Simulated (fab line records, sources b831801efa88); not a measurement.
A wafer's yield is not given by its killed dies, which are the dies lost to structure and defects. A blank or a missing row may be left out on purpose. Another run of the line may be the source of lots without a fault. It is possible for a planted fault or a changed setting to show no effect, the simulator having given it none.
Matching of chambers    flow sky130    SKY_FIELD_ISO_CMP_27 on cmp-02: 4 sister chambers
The step polishes, stops on Si3N4, t overpolish 16 s, target thk 457.8 nm. 4 wafers are shown with their chamber, then 9 later ones without.

== WAFERS PAIRED WITH THEIR CHAMBERS ==
wafer   chamber  motor_current_A (A)
L464.4  1        12.5
L465.1  2        15.4
L465.2  0        11.3
L465.4  3        10.4

== WAFERS WITHOUT THEIR CHAMBER ==
wafer   motor_current_A (A)
L466.1  11.9
L466.5  11.0
L466.6  12.9
L467.1  10.1
L467.3  12.9
L467.5  10.5
L468.1  13.5
L468.4  11.2
L468.5  10.4

== CHAMBER TAKEN BY EACH ==
wafer   from the rows above           in truth
L466.1  can't be placed: 0 or 1 or 3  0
L466.5  can't be placed: 0 or 3       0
L466.6  1                             1
L467.1  can't be placed: 3 or 0       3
L467.3  1                             1
L467.5  can't be placed: 3 or 0       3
L468.1  can't be placed: 1 or 2       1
L468.4  can't be placed: 0 or 3       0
L468.5  can't be placed: 3 or 0       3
Correctly placed: 2 of 9. Not placeable from these rows: 7 (in 7, the candidates include the true chamber). Wrongly placed: 0.
How it was worked out, from the rows above alone: a wafer's distance from a chamber is the root of the sum, over the readings, of the square of ((its reading less the chamber's mean) divided by the reading's scatter). The wafer belongs to the nearest chamber; if the next one is less than 2 further off, it can't be placed. Each chamber's mean is taken over the wafers shown for it. The scatter: root of mean squared gap, hidden wafer to nearest shown wafer, with one shown wafer a chamber.
